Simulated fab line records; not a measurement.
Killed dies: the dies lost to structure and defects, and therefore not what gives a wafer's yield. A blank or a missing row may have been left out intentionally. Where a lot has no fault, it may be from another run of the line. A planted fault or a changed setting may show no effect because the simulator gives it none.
What tool caused it? | flow sky130 | 42 wafers from 14 lots sampled at 4 of the route's 708 steps

== WHAT THE GAUGES SHOWED, per wafer ==
SKY_SD_P_CD_MEAS_07 targets a cd of 380 nm.
lot  | measured     | on       | cdNm (nm)
L283 | day 25 17:03 | cdSem-02 | 379 378 378
L284 | day 26 05:12 | cdSem-02 | 384 381 386
L293 | day 29 16:44 | cdSem-01 | 382 383 383
L294 | day 30 08:45 | cdSem-02 | 378 379 380
L295 | day 30 12:15 | cdSem-02 | 382 383 382
L296 | day 30 18:41 | cdSem-02 | 381 380 381
L297 | day 31 03:32 | cdSem-02 | 384 383 382
L298 | day 31 09:56 | cdSem-01 | 381 380 384
L299 | day 31 19:34 | cdSem-02 | 380 383 381
L300 | day 32 01:19 | cdSem-02 | 379 380 381
L302 | day 32 13:38 | cdSem-02 | 383 383 383
L303 | day 32 21:35 | cdSem-01 | 376 374 374
L304 | day 33 00:37 | cdSem-02 | 378 376 379
L306 | day 33 23:47 | cdSem-02 | 386 385 384

SKY_LI_CONTACT_RS_MEAS_22: a four-point-probe measurement.
lot  | measured     | on           | LI_CONTACT_W_RS (ohm/sq)
L283 | day 29 10:40 | filmMetro-04 | 0.286 0.292 0.287
L284 | day 29 20:35 | filmMetro-02 | 0.284 0.286 0.287
L293 | day 33 07:02 | filmMetro-02 | 0.284 0.283 0.282
L294 | day 33 19:10 | filmMetro-02 | 0.281 0.280 0.286
L295 | day 33 22:41 | filmMetro-02 | 0.285 0.285 0.285
L296 | day 34 04:09 | filmMetro-01 | 0.284 0.290 0.291
L297 | day 34 12:34 | filmMetro-04 | 0.286 0.282 0.286
L298 | day 34 18:13 | filmMetro-02 | 0.287 0.290 0.294
L299 | day 35 02:19 | filmMetro-04 | 0.288 0.291 0.288
L300 | day 35 07:26 | filmMetro-02 | 0.293 0.290 0.287
L302 | day 35 17:58 | filmMetro-01 | 0.282 0.286 0.281
L303 | day 36 02:23 | filmMetro-01 | 0.284 0.284 0.285
L304 | day 36 06:22 | filmMetro-02 | 0.285 0.284 0.288
L306 | day 37 05:08 | filmMetro-01 | 0.288 0.282 0.287

SKY_CONTACT_THK_MEAS_26: measures by xrf.
lot  | measured     | on           | CONTACT_W_THK (nm)
L283 | day 31 21:16 | filmMetro-01 | 346 335 342
L284 | day 32 06:25 | filmMetro-03 | 350 347 354
L293 | day 35 10:50 | filmMetro-03 | 348 346 339
L294 | day 35 23:04 | filmMetro-01 | 338 342 348
L295 | day 36 03:26 | filmMetro-02 | 342 348 345
L296 | day 36 09:17 | filmMetro-01 | 334 334 338
L297 | day 36 17:53 | filmMetro-01 | 343 342 344
L298 | day 36 23:59 | filmMetro-01 | 349 343 341
L299 | day 37 09:32 | filmMetro-03 | 354 350 354
L300 | day 37 14:40 | filmMetro-02 | 348 352 344
L302 | day 38 00:34 | filmMetro-03 | 343 354 339
L303 | day 38 06:40 | filmMetro-01 | 351 342 341
L304 | day 38 13:50 | filmMetro-03 | 343 346 350
L306 | day 39 09:35 | filmMetro-03 | 339 343 344

== WHICH TOOL RAN EACH LOT (tool, then ch and the chambers of the sampled wafers, then the start) ==
lot  | SKY_FIELD_ISO_WET_ETCH_28
L283 | wetBench-03 ch 0, day 2 10:31
L284 | wetBench-04 ch 2, day 2 17:22
L293 | wetBench-03 ch 1, day 4 14:59
L294 | wetBench-03 ch 3, day 4 20:52
L295 | wetBench-04 ch 0, day 5 02:01
L296 | wetBench-04 ch 1, day 5 10:46
L297 | wetBench-03 ch 2, day 5 16:42
L298 | wetBench-04 ch 2, day 5 21:41
L299 | wetBench-03 ch 2, day 5 23:38
L300 | wetBench-01 ch 2, day 6 08:07
L302 | wetBench-03 ch 0, day 6 18:21
L303 | wetBench-03 ch 1, day 6 22:25
L304 | wetBench-03 ch 3, day 7 01:26
L306 | wetBench-04 ch 2, day 7 13:55
- SKY_FIELD_ISO_WET_ETCH_28: etches SiO2 in dHF, target depth 23.7 nm, time 47 s.

== WHAT THE TOOLS THEMSELVES READ (means of the sampled wafers that have a number; where no wafer has one, the mark that the record gives instead) ==
SKY_FIELD_ISO_WET_ETCH_28.
lot  | tool        | bathHeatDutyPct (%) | runLengthS (s)
L283 | wetBench-03 | 6.6                 | 81
L284 | wetBench-04 | 4.1                 | 74
L293 | wetBench-03 | -                   | -
L294 | wetBench-03 | -                   | -
L295 | wetBench-04 | 6.5                 | 73
L296 | wetBench-04 | 6.3                 | 73
L297 | wetBench-03 | 5.5                 | 81
L298 | wetBench-04 | 4.3                 | 75
L299 | wetBench-03 | 6.1                 | 80
L300 | wetBench-01 | 6.3                 | 74
L302 | wetBench-03 | 7.0                 | 80
L303 | wetBench-03 | 5.8                 | 73
L304 | wetBench-03 | 6.7                 | 81
L306 | wetBench-04 | 4.5                 | 80

== THE ANSWER, worked out from the rows above alone ==
Rule: what is usual is taken from the lots themselves. The widest of any qualifying gaps counts: lots, ordered by their means at a reading, are off when they make up no more than a third of the lots, leave a main group of 4 or more, and stand apart from it by 3 or more times the standard deviation of that group's means. A main group is skipped when, at the precision printed for the reading in the tables above, its means are all equal. A lot without any number at a reading at which 4 lots or more have one is off too. The other lots that the step has rows for count as sound. Order of review: gauges by route order, followed by the tools' own readings, for which a lot's mean as printed above is used. The first step at which some lot is off is used, and at that step the reading that is off furthest; a lot without a number counts as furthest.
Off, at SKY_FIELD_ISO_WET_ETCH_28 on bathHeatDutyPct: L293, L294. Without a number there: L293, L294. The main group: mean 5.8 %, standard deviation 0.95.
If a tool, at that step or one of the process steps before it, ran each lot that is off and ran no sound lot following the first of them, it fits. None of those tried fits.

== WHAT WAS PUT IN BY THE SIMULATOR ==
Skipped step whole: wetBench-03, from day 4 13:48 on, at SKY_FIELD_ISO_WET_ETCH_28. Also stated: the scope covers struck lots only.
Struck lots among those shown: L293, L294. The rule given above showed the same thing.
